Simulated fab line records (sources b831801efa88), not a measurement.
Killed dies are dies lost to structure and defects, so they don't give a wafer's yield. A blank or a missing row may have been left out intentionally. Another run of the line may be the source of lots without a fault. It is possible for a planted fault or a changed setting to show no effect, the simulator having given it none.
Matching of chambers + flow sky130 + rieDiel-03 running SKY_METAL4_ETCH_17: 4 sister chambers
The step etches SiO2 in C4F8/O2/Ar, stops on TiN, time 3.9 s, target depth 15 nm. 14 wafers are shown with their chamber, then 7 later ones without.

## WAFERS, EACH WITH ITS CHAMBER
| wafer  | chamber | oesProductAu (a.u.) |
|--------|---------|---------------------|
| L688.3 | 3       | 0.745               |
| L688.4 | 0       | 0.751               |
| L688.5 | 0       | 0.755               |
| L689.1 | 1       | 0.749               |
| L689.2 | 2       | 0.760               |
| L689.6 | 1       | 0.751               |
| L691.1 | 0       | 0.737               |
| L691.5 | 1       | 0.749               |
| L691.6 | 0       | 0.769               |
| L693.1 | 1       | 0.754               |
| L693.2 | 3       | 0.746               |
| L693.5 | 1       | 0.766               |
| L706.2 | 1       | 0.744               |
| L706.3 | 3       | 0.746               |

SIGNATURES (averages over the wafers above)
| reading      | chamber 0 | chamber 1 | chamber 2 | chamber 3 | scatter within a chamber |
|--------------|-----------|-----------|-----------|-----------|--------------------------|
| oesProductAu | 0.75300   | 0.75217   | 0.76000   | 0.74567   | 0.00896                  |
Rule: for a wafer and a chamber, the distance is found by dividing, reading by reading, the gap between the wafer's reading and the chamber's mean by the reading's scatter, squaring, summing and taking the root. The wafer belongs to the nearest chamber; if the next one is less than 2 further off, it can't be placed. The scatter: take each reading less its chamber's mean, square it, sum over the shown wafers, divide by the number of wafers less the number of chambers, and take the root.

## WAFERS WHOSE CHAMBER IS MISSING
| wafer  | oesProductAu (a.u.) |
|--------|---------------------|
| L706.5 | 0.763               |
| L707.1 | 0.758               |
| L707.2 | 0.748               |
| L707.5 | 0.751               |
| L708.1 | 0.739               |
| L708.2 | 0.755               |
| L708.5 | 0.755               |

## WHICH CHAMBER EACH ONE RAN IN
| wafer  | from the rows above               | in truth |
|--------|-----------------------------------|----------|
| L706.5 | can't be placed: 2 or 0 or 1 or 3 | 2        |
| L707.1 | can't be placed: 2 or 0 or 1 or 3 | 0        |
| L707.2 | can't be placed: 3 or 1 or 0 or 2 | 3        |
| L707.5 | can't be placed: 1 or 0 or 3 or 2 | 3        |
| L708.1 | can't be placed: 3 or 1 or 0 or 2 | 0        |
| L708.2 | can't be placed: 0 or 1 or 2 or 3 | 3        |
| L708.5 | can't be placed: 0 or 1 or 2 or 3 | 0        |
Placed correctly: 0 of 7. Not placeable from these rows: 7 (in 7, the candidates include the true chamber). Wrongly placed: 0.
